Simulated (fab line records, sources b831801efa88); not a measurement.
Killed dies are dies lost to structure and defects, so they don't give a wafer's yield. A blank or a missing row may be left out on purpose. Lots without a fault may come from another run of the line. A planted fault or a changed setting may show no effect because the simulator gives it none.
Which tool did it? | flow sky130 | 11 lots, 33 wafers sampled, at 4 steps of a route of 708

WHAT THE GAUGES READ, wafer by wafer
SKY_METAL4_OVL_MEAS_14. Usual: METAL4_OVL -2 nm, standard deviation 5.4.
lot  | measured     | on         | METAL4_OVL (nm) | flag
L240 | day 40 01:14 | overlay-02 | -5 -4 -5        |
L241 | day 40 02:34 | overlay-01 | -6 -6 0         |
L245 | day 40 23:49 | overlay-02 | -8 -3 -1        |
L246 | day 41 13:50 | overlay-01 | 3 -1 2          |
L247 | day 41 23:31 | overlay-02 | -3 -5 7         |
L249 | day 42 00:49 | overlay-02 | -2 -4 -8        |
L248 | day 42 02:04 | overlay-01 | -4 -11 -2       |
L251 | day 42 16:13 | overlay-02 | 0 0 3           |
L259 | day 49 14:38 | overlay-02 | 5 -2 1          |
L260 | day 49 20:37 | overlay-01 | 17 8 16         |
L262 | day 49 21:19 | overlay-01 | 5 7 0           |

SKY_PAD_OPEN_BOW_MEAS_13. Usual: PAD_OPEN_BOW 47 um, standard deviation 8.
lot  | measured     | on            | PAD_OPEN_BOW (um) | flag
L240 | day 44 08:23 | film_metro-02 | 37 40 32          |
L241 | day 44 09:53 | film_metro-04 | 47 37 48          |
L245 | day 45 01:35 | film_metro-04 | 69 52 65          |
L246 | day 45 13:25 | film_metro-02 | 35 38 34          |
L247 | day 45 21:10 | film_metro-04 | 51 51 54          |
L249 | day 45 22:41 | film_metro-03 | 44 53 52          |
L248 | day 46 00:13 | film_metro-04 | 54 52 47          |
L251 | day 46 10:13 | film_metro-02 | 46 38 47          |
L259 | day 52 14:55 | film_metro-03 | 55 49 33          |
L260 | day 52 18:40 | film_metro-03 | 40 57 43          |
L262 | day 52 18:40 | film_metro-02 | 33 56 38          |

WHICH TOOL RAN EACH LOT (tool, then ch and the chambers of the sampled wafers, then the start)
lot  | SKY_VIA1_ETCH_14                   | SKY_CAP2M_STRIP_14
L240 | rie_diel-03 ch 0,3, day 31 23:28   | plasma_asher-04 ch 1, day 38 22:38
L241 | rie_diel-04 ch 1,2,3, day 32 01:49 | plasma_asher-03 ch 1, day 38 23:53
L245 | rie_diel-04 ch 1,2, day 32 23:41   | plasma_asher-02 ch 0,1, day 39 22:10
L246 | rie_diel-03 ch 0,2, day 33 13:53   | plasma_asher-03 ch 1, day 40 12:43
L247 | rie_diel-04 ch 1,2,3, day 33 22:13 | plasma_asher-04 ch 0,1, day 40 21:33
L249 | rie_diel-04 ch 0,2,3, day 34 01:43 | plasma_asher-02 ch 0,1, day 40 22:11
L248 | rie_diel-03 ch 1,2,3, day 34 02:50 | plasma_asher-03 ch 0,1, day 41 00:24
L251 | rie_diel-04 ch 0,2,3, day 34 17:35 | plasma_asher-04 ch 1, day 41 14:09
L259 | rie_diel-04 ch 1,2,3, day 43 19:43 | plasma_asher-04 ch 0,1, day 48 21:23
L260 | rie_diel-04 ch 0,2,3, day 44 02:20 | plasma_asher-04 ch 0,1, day 49 02:55
L262 | rie_diel-04 ch 1,2,3, day 44 03:41 | plasma_asher-04 ch 0,1, day 49 03:13
- SKY_VIA1_ETCH_14: etches BARC in N2/H2, stops on SiO2, time 45.9 s, target depth 60 nm.
- SKY_CAP2M_STRIP_14: strips in O2/N2.

WHAT THE TOOLS THEMSELVES READ (means of the sampled wafers that have a number; where no wafer has one, the mark that the record gives instead)
SKY_VIA1_ETCH_14. Usual: chamber_pressure_mTorr 30.00 mTorr, standard deviation 0.03; drypump_motor_current_A 5.6 A, standard deviation 0.62; oes_product_au 0.855 a.u., standard deviation 0.0046; throttle_valve_pct 13.225 %, standard deviation 0.0096.
lot  | tool        | chamber_pressure_mTorr (mTorr) | drypump_motor_current_A (A) | oes_product_au (a.u.) | throttle_valve_pct (%) | flag
L240 | rie_diel-03 | 29.98                          | 5.7                         | 0.858                 | 13.229                 |
L241 | rie_diel-04 | 30.01                          | 5.8                         | 0.856                 | 13.230                 |
L245 | rie_diel-04 | 30.01                          | 5.6                         | 0.860                 | 13.218                 |
L246 | rie_diel-03 | 30.00                          | 4.8                         | 0.854                 | 13.223                 |
L247 | rie_diel-04 | 30.00                          | 5.8                         | 0.853                 | 13.228                 |
L249 | rie_diel-04 | 30.01                          | 5.8                         | 0.854                 | 13.229                 |
L248 | rie_diel-03 | 30.00                          | 5.4                         | 0.859                 | 13.220                 |
L251 | rie_diel-04 | 29.99                          | 5.8                         | 0.856                 | 13.231                 |
L259 | rie_diel-04 | 30.01                          | 5.8                         | 0.856                 | 13.221                 |
L260 | rie_diel-04 | 30.02                          | 5.8                         | 0.855                 | 13.221                 |
L262 | rie_diel-04 | 29.98                          | 5.8                         | 0.856                 | 13.218                 |

SKY_CAP2M_STRIP_14. Usual: chamber_pressure_mTorr 1499.9 mTorr, standard deviation 1.2; drypump_motor_current_A 5.83 A, standard deviation 0.2; oes_product_au 0.710 a.u., standard deviation 0.0041; strip_time_to_endpoint_s 12.67 s, standard deviation 0.047.
lot  | tool            | chamber_pressure_mTorr (mTorr) | drypump_motor_current_A (A) | oes_product_au (a.u.) | strip_time_to_endpoint_s (s) | flag
L240 | plasma_asher-04 | 1498.0                         | 5.88                        | 0.707                 | 12.71                        |
L241 | plasma_asher-03 | 1498.8                         | 6.17                        | 0.708                 | 12.69                        |
L245 | plasma_asher-02 | 1499.3                         | 5.98                        | 0.710                 | 12.59                        |
L246 | plasma_asher-03 | 1500.6                         | 6.15                        | 0.708                 | 12.65                        |
L247 | plasma_asher-04 | 1499.7                         | 5.66                        | 0.709                 | 12.63                        |
L249 | plasma_asher-02 | 1500.1                         | 5.95                        | 0.713                 | 12.63                        |
L248 | plasma_asher-03 | 1499.8                         | 6.06                        | 0.706                 | 12.66                        |
L251 | plasma_asher-04 | 1500.9                         | 5.93                        | 0.712                 | 12.61                        |
L259 | plasma_asher-04 | 1499.5                         | 5.79                        | 0.708                 | 12.67                        |
L260 | plasma_asher-04 | 1500.3                         | 5.67                        | 0.713                 | 12.67                        |
L262 | plasma_asher-04 | 1500.4                         | 5.67                        | 0.710                 | 12.72                        |

THE ANSWER, worked out from the rows above alone
Rule: a lot is off if the mean of its wafers that have a number lies more than 3 standard deviations from the usual mean. A lot without any number at a reading at which 4 lots or more have one is off too. The other lots that the step has rows for count as sound. The gauges are gone through in route order, then the tools' own readings, and for those a lot's mean is taken as printed above. The first step at which some lot is off is used, and at that step the reading that is off furthest; a lot without a number counts as furthest.
No lot is off at any reading shown: from this, nothing can be told.

WHAT THE SIMULATOR HAD PUT IN
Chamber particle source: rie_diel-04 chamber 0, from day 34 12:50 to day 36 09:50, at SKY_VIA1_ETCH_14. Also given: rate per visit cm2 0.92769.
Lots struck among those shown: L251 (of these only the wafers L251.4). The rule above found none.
